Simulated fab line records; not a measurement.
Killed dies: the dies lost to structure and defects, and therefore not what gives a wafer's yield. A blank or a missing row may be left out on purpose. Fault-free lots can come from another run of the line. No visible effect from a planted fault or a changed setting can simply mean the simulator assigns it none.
A struck lot beside a sound one    flow sfq-line    15 out of 325 route steps
Sound: these wafers, L323.2, L323.4, L323.5. Struck: wafer L340.3. (L340.1, L340.6 of the same lot were not struck and are left out.) The cause comes at the end.
At each step with rows: each side's tool, then ch and its chambers, then its first start. Under that, the readings that differ: sound wafers    struck wafers    difference of the means    sigmas: that difference in standard deviations of wafers without a fault.
alike: readings with means less than 2 such deviations apart, plus words and numbers identical on both sides. not compared: withheld readings, readings lacking a value on some wafer, bounds such as >300 that could conceal the same value, and numbers that have no deviation in the record and whose values overlap.
Wherever a step has rows on one side only, a row that says differs or no value, or a row with sigmas, the two part there. When numbers do not overlap yet have no deviation, they are printed without sigmas and do not part them. A reading missing from all wafers of one side parts the sides only when that side holds two or more wafers.

SFQ_TRILAYER_L0_BARC_OPEN_METAL_ETCH_010: etches BARC in O2, target depth 125 nm, time 41.7 s.
  sound on rie-metal-02 ch 0,1, day 5 19:57; struck on rie-metal-04 ch 0, day 9 16:47
  alike: bias-w, drypump-motor-current-A, oes-product-au, run-length-s
  not compared: rf-hours-counter-h
SFQ_TRILAYER_L0_ETCH_METAL_ETCH_008: etches MoNx KI in SF6/O2, stops on SiO2, target depth 50 nm, time 25 s.
  sound on rie-metal-02 ch 0,1, day 5 20:01; struck on rie-metal-04 ch 0, day 9 16:51
  alike: bias-w, drypump-motor-current-A, oes-product-au, run-length-s
  not compared: rf-hours-counter-h
SFQ_TRILAYER_L0_STRIP_STRIP_009: strips in O2.
  sound on rie-metal-02 ch 0,1, day 5 20:03; struck on rie-metal-04 ch 0, day 9 16:54
  alike: drypump-motor-current-A, oes-product-au
  not compared: rf-hours-counter-h
then, 1 step without rows for these wafers: SFQ_TRILAYER_L0_STRIP_SOLV_CLEAN_010 (cleans in NMP, time 600 s).
SFQ_TRILAYER_L0_CAP_PECVD_011: deposits SiO2 from SiH4/N2O, time 13.333 s, target thk 60 nm.
  sound on pecvd-02 ch 0,2, day 5 20:50; struck on pecvd-02 ch 0, day 9 17:40
  alike: heater-power-w, throttle-valve-pct
then, 6 steps without rows for these wafers: SFQ_TRILAYER_L0_VIA_LITHO_COAT_018 (resist thk 62 nm); SFQ_TRILAYER_L0_VIA_LITHO_COAT_013 (resist thk 650 nm); SFQ_TRILAYER_L0_VIA_LITHO_SOFTBAKE_017; SFQ_TRILAYER_L0_VIA_LITHO_EXPOSE_014 (exposes mask L0V, target cd 700 nm); SFQ_TRILAYER_L0_VIA_LITHO_PEB_016 (peb time 60 s); SFQ_TRILAYER_L0_VIA_LITHO_DEVELOP_015 (time 60 s).
-- the record jumps here: 5 days lie between the struck wafers' starts before and after --
SFQ_L0V_OVL_MEAS_903:
  sound on overlay-01 at day 8 17:48; struck on overlay-01 at day 14 09:11
  alike: L0V_OVL
SFQ_TRILAYER_L0_VIA_BARC_OPEN_VIA_ETCH_021: etches BARC in O2, target depth 125 nm, time 41.7 s.
  sound on rie-diel-01 ch 0,2, day 8 17:50; struck on rie-diel-03 ch 0, day 14 09:13
reading                                                  sound              struck  difference  sigmas
oes-product-au (a.u.)                                    0.675 0.684 0.681  0.793   +0.113      +24
run-length-s (s)                                         70.0 70.5 70.0     61.7    -8.5        -17
model.KrF_of_TRILAYER_L0_VIA_LITHO_COAT_013.thk-nm (nm)  573.1 572.6 571.9  584     +11         
  alike: drypump-motor-current-A
  not compared: bias-w, rf-hours-counter-h
SFQ_TRILAYER_L0_VIA_ETCH_VIA_ETCH_016: etches SiO2 in CHF3, stops on MoNx KI, target depth 80 nm.
  sound on rie-diel-01 ch 0,2, day 8 17:52; struck on rie-diel-03 ch 0, day 14 09:16
reading                                                  sound              struck  difference  sigmas
model.KrF_of_TRILAYER_L0_VIA_LITHO_COAT_013.thk-nm (nm)  559.5 559.1 558.2  570.3   +11.4       
  alike: bias-w, drypump-motor-current-A, oes-product-au
SFQ_TRILAYER_L0_VIA_STRIP_STRIP_017: strips in O2.
  sound on rie-metal-01 ch 0,1, day 8 17:55; struck on rie-metal-01 ch 0, day 14 09:19
  alike: drypump-motor-current-A, oes-product-au
  not compared: rf-hours-counter-h

== WHERE THEY PART ==
Only at SFQ_TRILAYER_L0_VIA_BARC_OPEN_VIA_ETCH_021, as far as this record shows. Later steps at which nothing parts them and some readings are alike: SFQ_TRILAYER_L0_VIA_ETCH_VIA_ETCH_016, SFQ_TRILAYER_L0_VIA_STRIP_STRIP_017.

WHY: what had been put in by the simulator
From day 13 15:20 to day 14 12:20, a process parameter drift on rie-diel-03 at SFQ_TRILAYER_L0_VIA_BARC_OPEN_VIA_ETCH_021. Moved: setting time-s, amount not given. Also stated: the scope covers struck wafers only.
